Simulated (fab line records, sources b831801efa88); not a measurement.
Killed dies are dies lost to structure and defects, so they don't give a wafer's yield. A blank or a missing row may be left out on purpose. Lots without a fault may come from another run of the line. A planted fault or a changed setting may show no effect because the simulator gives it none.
A struck lot beside a sound one | flow sky130 | 18 steps out of a route of 708
Sound: wafers L450.1, L450.2, L450.5. Struck: wafer L459.2. (L459.3 of the same lot was not struck and is left out.) The cause comes at the end.
At each step with rows: each side's tool, then ch and its chambers, then its first start. Under that, the readings that differ: sound wafers | struck wafers | difference of the means | sigmas: that difference in standard deviations of wafers without a fault.
alike: readings whose means differ by less than 2 such deviations, and words and numbers that are the same on both sides. not compared: withheld readings, readings that some wafer has no value for, bounds like >300 that may hide the same value, and numbers for which the record gives no deviation and whose values overlap.
The two part at a step that has a row with sigmas, a row that says differs or no value, or rows on one side only. Numbers that don't overlap but have no deviation are shown without sigmas and don't part them. A reading that every wafer of one side lacks parts them only if that side has two wafers or more.

first, 5 steps without rows for these wafers: SKY_FIELD_ISO_WET_ETCH_28 (etches SiO2 in dHF, target depth 23.7 nm, time 47 s); SKY_FIELD_ISO_WET_ETCH_29 (etches Si3N4 in H3PO4, target depth 160 nm, time 1825 s); SKY_FIELD_ISO_WET_ETCH_30 (etches SiO2 in dHF, target depth 25 nm, time 50 s); SKY_NWELL_CLEAN_00 (cleans in SC1/SC2, time 150 s); SKY_NWELL_OXIDATION_01 (stabilise 600 s, purge 300 s, target thk 10 nm).
SKY_NWELL_THK_MEAS_02:
  sound on film_metro-02, day 2 23:13; struck on film_metro-02, day 4 16:53
  alike: NWELL_OXIDATION_THK
then, 6 steps without rows for these wafers: SKY_DNWELL_DEHYDRATE_00 (time 60 s); SKY_DNWELL_HMDS_01 (prime time 60 s); SKY_DNWELL_COAT_02 (resist thk 3000 nm); SKY_DNWELL_SOFTBAKE_03; SKY_DNWELL_EXPOSE_04 (exposes mask DNM, target cd 3000 nm); SKY_DNWELL_PEB_05.
SKY_DNWELL_DEVELOP_06: develop time 60 s.
  sound on litho_track-01 ch 0, day 3 13:00; struck on litho_track-01 ch 0, day 5 10:00
then, 1 step without rows for these wafers: SKY_DNWELL_IMPLANT_07.
SKY_DNWELL_STRIP_08: strips in O2/N2.
  sound on plasma_asher-01 ch 0,1, day 3 14:13; struck on plasma_asher-01 ch 1, day 5 10:59
  alike: drypump_motor_current_A, o2_flow_sccm, oes_product_au, strip_time_to_endpoint_s
  not compared: rf_hours_counter_h
SKY_DNWELL_TW_MEAS_09:
  sound on film_metro-03, day 3 14:19; struck on film_metro-02, day 5 11:06
  reading   | sound          | struck | difference | sigmas
  DNWELL_TW | 1109 1107 1106 | 515    | -592       | -75
then, 1 step without rows for these wafers: SKY_PWDE_DEHYDRATE_00 (time 60 s).
-- the record jumps here: 43 days lie between the struck wafers' starts before and after (it left off in module PWDE and takes up again in module PAD_OPEN, whose first step shown is number 708 of the route) --
SKY_PAD_OPEN_PROBE_99:
  the record has rows for the struck wafers here (prober-01, day 48 17:35) and none for the sound ones

WHERE THEY PART
First at SKY_DNWELL_TW_MEAS_09; last, within this record, at SKY_PAD_OPEN_PROBE_99.

WHY: what the simulator had put in
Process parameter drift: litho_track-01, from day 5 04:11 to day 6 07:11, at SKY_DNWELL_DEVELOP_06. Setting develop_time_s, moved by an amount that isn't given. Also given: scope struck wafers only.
